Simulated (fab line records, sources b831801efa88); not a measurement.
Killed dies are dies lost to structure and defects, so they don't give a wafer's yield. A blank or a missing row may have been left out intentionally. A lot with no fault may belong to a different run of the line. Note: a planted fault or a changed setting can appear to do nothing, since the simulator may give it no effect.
Which tool was responsible?	flow gf180mcu	14 lots, 42 wafers sampled, at 5 steps of a route of 602

## WHAT THE GAUGES SHOWED, per wafer
GF_STI_CD_MEAS_12: target cd 220 nm.
lot	measured	on	cd-nm (nm)
L113	day 2 00:36	cd-sem-01	223.1 224.0 223.3
L114	day 2 07:42	cd-sem-02	219.2 220.4 221.8
L115	day 2 12:34	cd-sem-01	218.9 218.9 219.0
L116	day 2 16:34	cd-sem-02	220.3 220.5 220.0
L117	day 2 22:17	cd-sem-02	219.4 221.1 220.1
L118	day 3 02:45	cd-sem-02	219.5 218.6 219.1
L119	day 3 08:19	cd-sem-02	220.4 220.6 220.9
L120	day 3 14:51	cd-sem-01	217.7 216.7 218.0
L121	day 3 18:55	cd-sem-01	217.9 219.7 219.9
L122	day 4 00:36	cd-sem-01	218.5 159.7 160.5
L123	day 4 06:25	cd-sem-02	218.3 159.4 158.5
L126	day 4 19:20	cd-sem-02	221.5 221.2 221.4
L135	day 6 18:08	cd-sem-02	220.5 219.4 221.1
L136	day 7 00:22	cd-sem-02	221.4 221.4 220.6

GF_VT_IMPLANT_OVL_MEAS_07.
lot	measured	on	VT_IMPLANT_OVL (nm)
L113	day 5 12:05	overlay-01	1.6 0.5 1.0
L114	day 5 21:58	overlay-02	3.1 2.3 4.9
L115	day 6 01:16	overlay-01	1.5 2.8 2.1
L116	day 6 06:55	overlay-01	1.9 -0.1 0.9
L117	day 6 22:01	overlay-01	-0.1 -1.2 -2.4
L118	day 7 00:38	overlay-01	1.8 0.4 1.4
L119	day 7 09:07	overlay-02	2.6 0.3 1.6
L120	day 7 16:10	overlay-02	-0.2 0.3 1.1
L121	day 7 19:08	overlay-02	2.0 1.4 1.4
L122	day 8 00:11	overlay-02	3.2
L123	day 8 02:59	overlay-02	5.2
L126	day 8 23:04	overlay-02	2.2 3.3 0.6
L135	day 11 07:04	overlay-02	1.7 1.9 3.4
L136	day 11 13:46	overlay-02	3.0 1.7 1.4

GF_M1_RS_MEAS_05: uses a four-point probe to measure.
lot	measured	on	M1_ALCU_RS (ohm/sq)
L113	day 15 21:37	film-metro-01	0.0696 0.0702 0.0700
L114	day 16 15:05	film-metro-03	0.0690 0.0695 0.0696
L115	day 16 19:37	film-metro-03	0.0689 0.0686 0.0691
L116	day 17 04:57	film-metro-03	0.0692 0.0697 0.0694
L117	day 18 03:14	film-metro-01	0.0701 0.0704 0.0703
L118	day 18 08:37	film-metro-03	0.0698 0.0700 0.0696
L119	day 18 21:05	film-metro-03	0.0700 0.0698 0.0698
L120	day 19 04:05	film-metro-03	0.0695 0.0687 0.0694
L121	day 19 07:16	film-metro-02	0.0698 0.0705 0.0698
L122	day 19 15:53	film-metro-02	0.0694
L123	day 19 21:31	film-metro-03	0.0681
L126	day 21 00:56	film-metro-02	0.0682 0.0676 0.0681
L135	day 23 21:13	film-metro-03	0.0692 0.0695 0.0691
L136	day 24 05:35	film-metro-01	0.0700 0.0697 0.0693

## WHICH TOOL RAN EACH LOT (tool, then ch and the chambers of the sampled wafers, then the start)
lot	GF_STI_EXPOSE_09	GF_M1_SPUTTER_02
L113	krf-scanner-01 ch 0, day 1 19:12	pvd-sputter-02, day 15 21:29
L114	krf-scanner-02 ch 0, day 2 01:56	pvd-sputter-03, day 16 14:58
L115	krf-scanner-01 ch 0, day 2 06:38	pvd-sputter-02, day 16 19:32
L116	krf-scanner-01 ch 0, day 2 10:16	pvd-sputter-02, day 17 04:52
L117	krf-scanner-02 ch 0, day 2 16:22	pvd-sputter-01, day 18 03:08
L118	krf-scanner-02 ch 0, day 2 21:00	pvd-sputter-02, day 18 08:29
L119	krf-scanner-02 ch 0, day 3 02:10	pvd-sputter-02, day 18 20:59
L120	krf-scanner-01 ch 0, day 3 08:22	pvd-sputter-02, day 19 03:58
L121	krf-scanner-02 ch 0, day 3 12:32	pvd-sputter-01, day 19 07:10
L122	krf-scanner-02 ch 0, day 3 18:48	pvd-sputter-01, day 19 15:45
L123	krf-scanner-02 ch 0, day 4 00:01	pvd-sputter-02, day 19 21:22
L126	krf-scanner-01 ch 0, day 4 13:05	pvd-sputter-02, day 21 00:49
L135	krf-scanner-01 ch 0, day 6 10:51	pvd-sputter-02, day 23 21:06
L136	krf-scanner-02 ch 0, day 6 16:44	pvd-sputter-01, day 24 05:28
- GF_STI_EXPOSE_09: exposes mask COMP, target cd 220 nm.
- GF_M1_SPUTTER_02: material AlCu, target thk 450 nm, time 23.9 s.

## AS READ BY THE TOOLS THEMSELVES (means over the sampled wafers that have a number; for cases with no such wafer, the mark the record gives instead)
GF_M1_SPUTTER_02.
lot	tool	throttle-valve-pct (%)
L113	pvd-sputter-02	30.4
L114	pvd-sputter-03	29.9
L115	pvd-sputter-02	29.5
L116	pvd-sputter-02	29.0
L117	pvd-sputter-01	30.1
L118	pvd-sputter-02	29.5
L119	pvd-sputter-02	30.0
L120	pvd-sputter-02	29.9
L121	pvd-sputter-01	30.2
L122	pvd-sputter-01	29.4
L123	pvd-sputter-02	28.9
L126	pvd-sputter-02	29.2
L135	pvd-sputter-02	30.1
L136	pvd-sputter-01	30.5

## THE ANSWER, worked out from the rows above alone
Rule: what is usual is taken from the lots themselves. The widest of any qualifying gaps counts: lots, ordered by their means at a reading, are off when they make up no more than a third of the lots, leave a main group of 4 or more, and stand apart from it by 3 or more times the standard deviation of that group's means. The tables above print the reading to a certain number of digits; a main group whose means all agree to those digits is not used. A lot without any number at a reading at which 4 lots or more have one is off too. Where the step has rows for the other lots, those lots are counted as sound. After the gauges, taken in route order, come the tools' own readings; for these a lot's mean is taken, as printed above. At the first step where some lot is off, the reading lying furthest off is the one used; lots without a number count as furthest.
Off: L122, L123, at GF_STI_CD_MEAS_12 (cd-nm). Mean 220.2 nm and standard deviation 1.4 in the main group.
A tool fits if, at a process step before that reading, it ran every lot that is off, and no sound lot after the first of them. Those tools and the gauges at GF_STI_CD_MEAS_12 are tried in the same way. Not one of the candidates tried fits.

## WHAT HAD BEEN PUT IN BY THE SIMULATOR
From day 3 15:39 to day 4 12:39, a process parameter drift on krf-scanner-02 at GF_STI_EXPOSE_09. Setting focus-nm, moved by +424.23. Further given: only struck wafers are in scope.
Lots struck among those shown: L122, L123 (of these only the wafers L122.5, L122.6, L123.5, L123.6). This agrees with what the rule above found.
